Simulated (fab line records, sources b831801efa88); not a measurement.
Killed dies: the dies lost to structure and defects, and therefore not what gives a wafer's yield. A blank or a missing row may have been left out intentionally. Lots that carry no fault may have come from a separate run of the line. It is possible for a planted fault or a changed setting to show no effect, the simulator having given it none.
fab line records + flow gf180mcu + part 2 of 2: steps 27 to 37 of 37
record
- lots=5
- wafers=15
- last-day=33
route steps=602 shown CONTACT@298 M1@315
lots with no fault: from the same line, run without faults
start-h: hours from the record's opening day to when the first of the lot's shown wafers began + wait-h: how many hours have passed since the lot's step before this one + " same as the row above + L1.1+2: a single row standing in for several wafers + - value missing, or start not given + * or withheld: withheld + < > ~ a bound
route shown NAME@n: names a module that has steps shown in the file, with the first one's number in the route + usual: average and standard deviation across the fault-free wafers + same: alike in all rows + chamber/n: place in a boat + sites: each site's reading + _std_site: their standard deviation + _edge_site: mean of outer sites minus mean of inner sites + radius-mm: for every site, how far away it sits from the centre of the wafer + mask NAME#n: copy n + behind: the tool/chamber that last shaped the wafer + hold: what put the lot on hold/how long, in hours/how the hold closed + device: the transistor (n, p or np) that didn't switch + end of line: at the end of the route, the tests of the same wafers + for a step that has no rows: nothing shown but its recipe + killed: not the wafer's yield, but the dies lost to structure and defects at the first sort + map: shows each die of a wafer: x if killed, . if not, _ if none is there
set.NAME: the setting the step ran with; set.NAME@STEP: the setting that earlier step ran with + model.NAME: the simulator's own value behind a step, which no gauge read
certain route steps with their lots: each step a table, each wafer a row
services: from which hour (start-h, from the record's first day; less than 0 if before it) a tool's chamber was out of use, for how many hours, and why
## steps
# step GF_M1_COAT_09
# recipe
- resist=KrF
- spin-rpm=withheld
- resist-thk-nm=1000
| lot.wafer  | tool           | chamber | start-h | wait-h |
|------------|----------------|---------|---------|--------|
| L075.3+5+6 | litho-track-02 | 0       | 391.29  | 0.1    |
| L077.2+3+4 | litho-track-03 | 0       | 406.02  | 0.1    |
| L085.1+5+6 | litho-track-01 | 0       | 471.40  | 0.1    |
| L089.1+2+3 | litho-track-03 | 0       | 509.34  | 0.1    |
| L091.3+4+5 | litho-track-02 | 0       | 523.68  | 0.1    |
# step GF_M1_SOFTBAKE_10
# recipe
- temp-c=130
- time-s=60
- resist=KrF
| lot.wafer  | tool           | chamber | start-h | wait-h |
|------------|----------------|---------|---------|--------|
| L075.3+5+6 | litho-track-02 | 0       | 391.44  | 0.1    |
| L077.2+3+4 | litho-track-03 | 0       | 406.17  | 0.1    |
| L085.1+5+6 | litho-track-01 | 0       | 471.55  | 0.1    |
| L089.1+2+3 | litho-track-03 | 0       | 509.49  | 0.1    |
| L091.3+4+5 | litho-track-02 | 0       | 523.83  | 0.1    |
# step GF_M1_EXPOSE_11
# recipe
- mask-id=Metal1
- target-cd-nm=230
- na=0.68
- source-shape=conventional
- sigma-outer=0.6
- dose-mj=28
| lot.wafer  | tool           | chamber | start-h | wait-h | mask     |
|------------|----------------|---------|---------|--------|----------|
| L075.3+5+6 | krf-scanner-02 | 0       | -       | -      | Metal1#0 |
| L077.2+3+4 | krf-scanner-02 | 0       | -       | -      | Metal1#0 |
| L085.1+5+6 | krf-scanner-02 | 0       | -       | -      | Metal1#0 |
| L089.1+2+3 | krf-scanner-01 | 0       | -       | -      | Metal1#0 |
| L091.3+4+5 | krf-scanner-01 | 0       | -       | -      | Metal1#0 |
# step GF_M1_PEB_12
# recipe
- peb-temp-c=135
- peb-time-s=90
- resist=KrF
# same
- peb-time-s=90
| lot.wafer  | tool           | chamber | start-h | wait-h |
|------------|----------------|---------|---------|--------|
| L075.3+5+6 | litho-track-03 | 0       | -       | -      |
| L077.2+3+4 | litho-track-02 | 0       | -       | -      |
| L085.1+5+6 | litho-track-01 | 0       | -       | -      |
| L089.1+2+3 | litho-track-02 | 0       | -       | -      |
| L091.3+4+5 | litho-track-01 | 0       | -       | -      |
# step GF_M1_DEVELOP_13
# recipe
- develop-time-s=60
- dev-temp-c=21
| lot.wafer  | tool           | chamber | start-h | wait-h |
|------------|----------------|---------|---------|--------|
| L075.3+5+6 | litho-track-03 | 0       | 403.15  | 0.1    |
| L077.2+3+4 | litho-track-02 | 0       | 418.01  | 0.2    |
| L085.1+5+6 | litho-track-01 | 0       | 483.25  | 0.2    |
| L089.1+2+3 | litho-track-02 | 0       | 520.98  | 0.2    |
| L091.3+4+5 | litho-track-01 | 0       | 534.80  | 0.1    |
# step GF_M1_CD_MEAS_14
# recipe
- target-cd-nm=230
# usual
- cd-nm=230.0/1.5
| lot.wafer | tool      | chamber | start-h | wait-h | cd-nm |
|-----------|-----------|---------|---------|--------|-------|
| L075.3    | cd-sem-01 | -       | 403.29  | 0.1    | 228.6 |
| L075.5    | "         | -       | "       | "      | 230.8 |
| L075.6    | "         | -       | "       | "      | 229.6 |
| L077.2    | cd-sem-01 | -       | 418.16  | 0.1    | 230.7 |
| L077.3    | "         | -       | "       | "      | 230.7 |
| L077.4    | "         | -       | "       | "      | 231.0 |
| L085.1    | cd-sem-01 | -       | 483.41  | 0.1    | 231.5 |
| L085.5    | "         | -       | "       | "      | 231.6 |
| L085.6    | "         | -       | "       | "      | 231.1 |
| L089.1    | cd-sem-01 | -       | 521.13  | 0.1    | 229.6 |
| L089.2    | "         | -       | "       | "      | 230.7 |
| L089.3    | "         | -       | "       | "      | 230.1 |
| L091.3    | cd-sem-02 | -       | 534.94  | 0.1    | 231.8 |
| L091.4    | "         | -       | "       | "      | 231.9 |
| L091.5    | "         | -       | "       | "      | 232.2 |
# step GF_M1_OVL_MEAS_15
# usual
- M1_OVL=0/4.7
| lot.wafer | tool       | chamber | start-h | wait-h | M1_OVL[nm] |
|-----------|------------|---------|---------|--------|------------|
| L075.3    | overlay-02 | -       | 403.38  | 0.1    | 2          |
| L075.5    | "          | -       | "       | "      | 1          |
| L075.6    | "          | -       | "       | "      | 2          |
| L077.2    | overlay-02 | -       | 418.26  | 0.1    | 2          |
| L077.3    | "          | -       | "       | "      | -4         |
| L077.4    | "          | -       | "       | "      | 1          |
| L085.1    | overlay-02 | -       | 483.53  | 0.1    | 0          |
| L085.5    | "          | -       | "       | "      | -3         |
| L085.6    | "          | -       | "       | "      | 7          |
| L089.1    | overlay-01 | -       | 521.25  | 0.1    | -6         |
| L089.2    | "          | -       | "       | "      | -2         |
| L089.3    | "          | -       | "       | "      | -4         |
| L091.3    | overlay-02 | -       | 535.03  | 0.1    | 7          |
| L091.4    | "          | -       | "       | "      | 1          |
| L091.5    | "          | -       | "       | "      | 5          |
# step GF_M1_METAL_ETCH_16
# recipe
- chemistry=Cl2/BCl3
- mask-material=KrF
- target-depth-nm=750.8
- stop-on=SiO2
- pressure-mtorr=8
- icp-w=800
- bias-w=140
- Cl2_flow_sccm=80
- bcl3-flow-sccm=40
- time-s=125.1
# usual
- drypump-motor-current-A=5.8/0.36
- oes-product-au=0.992/0.0068
- rf-fwd-power-W=795.7/2.4
- throttle-valve-pct=28.227/0.01
| lot.wafer | tool         | chamber | start-h | wait-h | drypump-motor-current-A | oes-product-au | rf-fwd-power-W | rf-hours-counter-h | throttle-valve-pct |
|-----------|--------------|---------|---------|--------|-------------------------|----------------|----------------|--------------------|--------------------|
| L075.3    | rie-metal-01 | 1       | 403.45  | 0.1    | 6.5                     | 0.988          | 792.5          | -                  | 28.242             |
| L075.5    | "            | 0       | "       | "      | 5.4                     | 0.993          | 794.9          | -                  | 28.220             |
| L075.6    | "            | 1       | "       | "      | 6.5                     | 0.996          | 792.6          | -                  | 28.229             |
| L077.2    | rie-metal-01 | 1       | 418.29  | 0.0    | 6.5                     | 0.991          | 797.5          | 9                  | 28.230             |
| L077.3    | "            | 1       | "       | "      | 6.5                     | 0.991          | 796.2          | -                  | 28.227             |
| L077.4    | "            | 0       | "       | "      | 5.4                     | 0.988          | 796.2          | -                  | 28.235             |
| L085.1    | rie-metal-04 | 0       | 483.57  | 0.0    | 5.9                     | 0.995          | 800.9          | 11                 | 28.234             |
| L085.5    | "            | 0       | "       | "      | 5.9                     | 0.998          | 798.5          | -                  | 28.232             |
| L085.6    | "            | 0       | "       | "      | 5.9                     | 0.998          | 793.9          | -                  | 28.217             |
| L089.1    | rie-metal-04 | 1       | 521.29  | 0.0    | 5.4                     | 1.002          | 795.8          | 1                  | 28.214             |
| L089.2    | "            | 0       | "       | "      | 5.9                     | 0.991          | 797.0          | 12                 | 28.217             |
| L089.3    | "            | 1       | "       | "      | 5.4                     | 0.981          | 796.9          | -                  | 28.252             |
| L091.3    | rie-metal-02 | 0       | 535.10  | 0.1    | 6.1                     | 0.993          | 796.4          | -                  | 28.236             |
| L091.4    | "            | 1       | "       | "      | 5.6                     | 0.997          | 797.4          | -                  | 28.217             |
| L091.5    | "            | 0       | "       | "      | 6.0                     | 0.977          | 798.3          | -                  | 28.232             |
# step GF_M1_STRIP_17
# recipe
- chemistry=O2/N2
- power-w=1400
- pressure-mtorr=1500
- platen-temp-c=250
- o2-flow-sccm=3000
- n2-flow-sccm=300
- overash-fraction=0.5
# usual
- drypump-motor-current-A=5.9/0.37
- heater-power-w=352/34
- oes-product-au=0.537/0.005
- strip-time-to-endpoint-s=7.37/0.064
| lot.wafer | tool            | chamber | start-h | wait-h | drypump-motor-current-A | heater-power-w | oes-product-au | rf-hours-counter-h | strip-time-to-endpoint-s |
|-----------|-----------------|---------|---------|--------|-------------------------|----------------|----------------|--------------------|--------------------------|
| L075.3    | plasma-asher-01 | 0       | 403.56  | 0.1    | 6.4                     | 376            | 0.538          | -                  | 7.45                     |
| L075.5    | "               | 0       | "       | "      | 6.4                     | 372            | 0.536          | -                  | 7.46                     |
| L075.6    | "               | 1       | "       | "      | 5.6                     | 329            | 0.536          | -                  | 7.39                     |
| L077.2    | plasma-asher-01 | 0       | 418.42  | 0.1    | 6.4                     | 383            | 0.534          | 32                 | 7.38                     |
| L077.3    | "               | 0       | "       | "      | 6.4                     | 371            | 0.535          | -                  | 7.36                     |
| L077.4    | "               | 1       | "       | "      | 5.6                     | 321            | 0.531          | -                  | 7.38                     |
| L085.1    | plasma-asher-04 | 1       | 483.83  | 0.2    | 5.5                     | 294            | 0.527          | 68                 | 7.33                     |
| L085.5    | "               | 0       | "       | "      | 6.2                     | 388            | 0.535          | -                  | 7.28                     |
| L085.6    | "               | 1       | "       | "      | 5.5                     | 296            | 0.537          | -                  | 7.27                     |
| L089.1    | plasma-asher-01 | 1       | 521.42  | 0.1    | 5.6                     | 329            | 0.541          | 42                 | 7.39                     |
| L089.2    | "               | 0       | "       | "      | 6.4                     | 385            | 0.528          | 42                 | 7.25                     |
| L089.3    | "               | 0       | "       | "      | 6.4                     | 371            | 0.537          | -                  | 7.44                     |
| L091.3    | plasma-asher-02 | 1       | 535.22  | 0.1    | 5.7                     | 333            | 0.543          | -                  | 7.49                     |
| L091.4    | "               | 0       | "       | "      | 5.8                     | 394            | 0.536          | -                  | 7.32                     |
| L091.5    | "               | 1       | "       | "      | 5.8                     | 318            | 0.543          | -                  | 7.44                     |
# step GF_M1_STRIP_18
# recipe
- chemistry=post-etch-residue-remover
- time-s=1200
- temp-c=72.5
# usual
- bath-heat-duty-pct=14.0/1.4
| lot.wafer | tool         | chamber | start-h | wait-h | bath-heat-duty-pct |
|-----------|--------------|---------|---------|--------|--------------------|
| L075.3    | wet-bench-02 | 3       | 403.63  | 0.0    | 14.4               |
| L075.5    | "            | 3       | "       | "      | 14.2               |
| L075.6    | "            | 3       | "       | "      | 13.5               |
| L077.2    | wet-bench-02 | 0       | 418.52  | 0.1    | 11.9               |
| L077.3    | "            | 0       | "       | "      | 14.8               |
| L077.4    | "            | 0       | "       | "      | 13.2               |
| L085.1    | wet-bench-04 | 3       | 483.93  | 0.1    | 11.9               |
| L085.5    | "            | 3       | "       | "      | 11.8               |
| L085.6    | "            | 3       | "       | "      | 11.1               |
| L089.1    | wet-bench-02 | 0       | 521.52  | 0.1    | 14.1               |
| L089.2    | "            | 0       | "       | "      | 13.0               |
| L089.3    | "            | 0       | "       | "      | 12.6               |
| L091.3    | wet-bench-02 | 2       | 535.29  | 0.0    | 14.2               |
| L091.4    | "            | 2       | "       | "      | 14.0               |
| L091.5    | "            | 2       | "       | "      | 16.7               |
# step GF_M1_CLEAN_19
# recipe
- chemistry=DIW
- dry=n2-spin
| lot.wafer  | tool         | chamber | start-h | wait-h |
|------------|--------------|---------|---------|--------|
| L075.3+5+6 | wet-bench-04 | 1       | 403.97  | 0.0    |
| L077.2+3+4 | wet-bench-04 | 2       | 418.86  | 0.0    |
| L085.1+5+6 | wet-bench-02 | 3       | 484.27  | 0.0    |
| L089.1+2+3 | wet-bench-04 | 3       | 521.86  | 0.0    |
| L091.3+4+5 | wet-bench-03 | 0       | 535.63  | 0.0    |
## services
| tool            | chamber | start-h | hours | kind   |
|-----------------|---------|---------|-------|--------|
| rie-diel-01     | -       | 345.14  | 2.8   | pm     |
| krf-scanner-02  | -       | 348.37  | 0.6   | repair |
| rie-diel-01     | -       | 353.25  | 3.5   | repair |
| rie-diel-02     | 1       | 362.04  | 15.7  | repair |
| krf-scanner-02  | -       | 392.47  | 1.0   | pm     |
| wet-bench-03    | -       | 407.39  | 3.2   | repair |
| krf-scanner-02  | -       | 413.65  | 4.0   | pm     |
| pvd-sputter-02  | -       | 414.71  | 0.8   | repair |
| rie-diel-01     | 2       | 423.29  | 5.3   | repair |
| pvd-sputter-01  | -       | 425.82  | 1.4   | repair |
| krf-scanner-02  | -       | 428.72  | 0.8   | pm     |
| krf-scanner-02  | -       | 432.19  | 0.2   | repair |
| wet-bench-04    | -       | 433.58  | 7.0   | repair |
| pvd-sputter-02  | -       | 435.21  | 10.9  | repair |
| krf-scanner-02  | -       | 445.58  | 0.3   | repair |
| pvd-sputter-02  | -       | 446.79  | 20.2  | repair |
| krf-scanner-02  | -       | 453.83  | 1.3   | pm     |
| wet-bench-03    | -       | 460.88  | 4.4   | pm     |
| pvd-sputter-02  | -       | 461.88  | 2.2   | repair |
| plasma-asher-01 | -       | 463.43  | 2.4   | repair |
| wet-bench-02    | -       | 479.18  | 1.9   | pm     |
| plasma-asher-01 | -       | 486.74  | 14.6  | pm     |
| wet-bench-02    | -       | 501.38  | 4.4   | repair |
| plasma-asher-01 | -       | 501.90  | 1.9   | repair |
